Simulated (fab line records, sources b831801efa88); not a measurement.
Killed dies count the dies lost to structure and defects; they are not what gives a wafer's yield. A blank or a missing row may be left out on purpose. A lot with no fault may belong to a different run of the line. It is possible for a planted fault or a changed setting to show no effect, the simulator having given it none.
A lot that was struck, set against a sound lot	flow gf180mcu	15 out of 602 route steps
Sound: the wafers L308.1, L308.2, L308.5. Struck: wafer L316.5 (left out: L316.3, L316.6 of the same lot, which were not struck); the cause appears at the end.
Each step with rows lists, per side, the tool, then ch with its chambers, then its first start. Under that, the readings that differ: sound wafers	struck wafers	difference of the means	sigmas: that difference in standard deviations of wafers without a fault.
alike: words and numbers the same on both sides, and readings whose means are apart by under 2 such deviations; not compared: readings that were withheld, readings missing a value for some wafer, numbers with overlapping values and no deviation given by the record, and bounds like >300 which may hide the same value.
The two part at a step that has a row with sigmas, a row that says differs or no value, or rows on one side only. Numbers that don't overlap but have no deviation are shown without sigmas and don't part them. A reading missing from all wafers of one side parts the sides only when that side holds two or more wafers.

GF_CONTACT_ETCH_16: etches BARC in N2/H2.
  sound on rie_diel-03 ch 0,2,3, day 16 13:44; struck on rie_diel-01 ch 3, day 19 09:05
  alike: drypump_motor_current_A, oes_product_au, throttle_valve_pct
then, 1 step without rows for these wafers: GF_CONTACT_ETCH_17 (etches SiO2 in C4F8/O2/Ar, stops on CoSi2, target depth 860 nm).
GF_CONTACT_STRIP_18: strips in O2/N2.
  sound on plasma_asher-04 ch 0,1, day 16 13:53; struck on plasma_asher-04 ch 0, day 19 09:17
  alike: drypump_motor_current_A, heater_power_w, oes_product_au
  not compared: rf_hours_counter_h
then, 3 steps without rows for these wafers: GF_CONTACT_CLEAN_19 (cleans in SPM); GF_CONTACT_CLEAN_20 (cleans in DIW); GF_CONTACT_CLEAN_21 (cleans in dHF, time 20 s).
GF_CONTACT_SPUTTER_22: material Ti, target thk 15 nm, time 80.02 s.
  sound on pvd_sputter-02 at day 16 14:12; struck on pvd_sputter-04 at day 19 09:33
reading	sound	struck	difference	sigmas
throttle_valve_pct (%)	29.9 29.6 30.0	31.1	+1.3	+2
  alike: chamber_pressure_pa
GF_CONTACT_SPUTTER_23: material TiN, target thk 10 nm, time 40 s.
  sound on pvd_sputter-02 at day 16 14:16; struck on pvd_sputter-04 at day 19 09:37
reading	sound	struck	difference	sigmas
chamber_pressure_pa (Pa)	5.010 4.992 4.995	5.029	+0.030	+3
throttle_valve_pct (%)	29.9 29.7 29.9	31.3	+1.5	+2
then, 1 step without rows for these wafers: GF_CONTACT_CVD_24 (deposits W, target thk 300 nm, time 90.339 s).
GF_CONTACT_RS_MEAS_25: a four-point-probe measurement.
  sound on film_metro-02 at day 16 14:24; struck on film_metro-04 at day 19 09:53
  alike: CONTACT_W_RS
GF_CONTACT_THK_MEAS_26: measures by xrf.
  sound on film_metro-02 at day 16 14:31; struck on film_metro-04 at day 19 09:59
  alike: CONTACT_W_THK
then, 1 step without rows for these wafers: GF_CONTACT_CMP_27 (polishes, stops on SiO2, t overpolish 15 s, target thk 0 nm).
GF_M1_SPUTTER_00: material Ti, target thk 37.5 nm, time 150 s.
  sound on pvd_sputter-04 at day 16 14:53; struck on pvd_sputter-01 at day 19 10:20
reading	sound	struck	difference	sigmas
throttle_valve_pct (%)	31.1 30.8 30.9	29.5	-1.4	-2
model.Ti_of_M1_SPUTTER_00.thk_nm (nm)	37.6 37.26 38	53.41	+15.79	
  alike: chamber_pressure_pa
GF_M1_SPUTTER_01: material TiN, target thk 30 nm, time 25 s.
  sound on pvd_sputter-04 at day 16 14:59; struck on pvd_sputter-01 at day 19 10:26
  alike: chamber_pressure_pa, throttle_valve_pct
-- the record jumps here: 12 days lie between the struck wafers' starts before and after (it left off in module M1 and takes up again in module PASSIVATION, whose first step shown is number 602 of the route) --
GF_PASSIVATION_PROBE_99:
  rows exist in the record for the struck wafers here (prober-01, day 31 17:03), but not for the sound ones

== WHERE THEY PART ==
Earliest at GF_CONTACT_SPUTTER_22; latest, in this record, at GF_PASSIVATION_PROBE_99.

WHY: what had been put in by the simulator
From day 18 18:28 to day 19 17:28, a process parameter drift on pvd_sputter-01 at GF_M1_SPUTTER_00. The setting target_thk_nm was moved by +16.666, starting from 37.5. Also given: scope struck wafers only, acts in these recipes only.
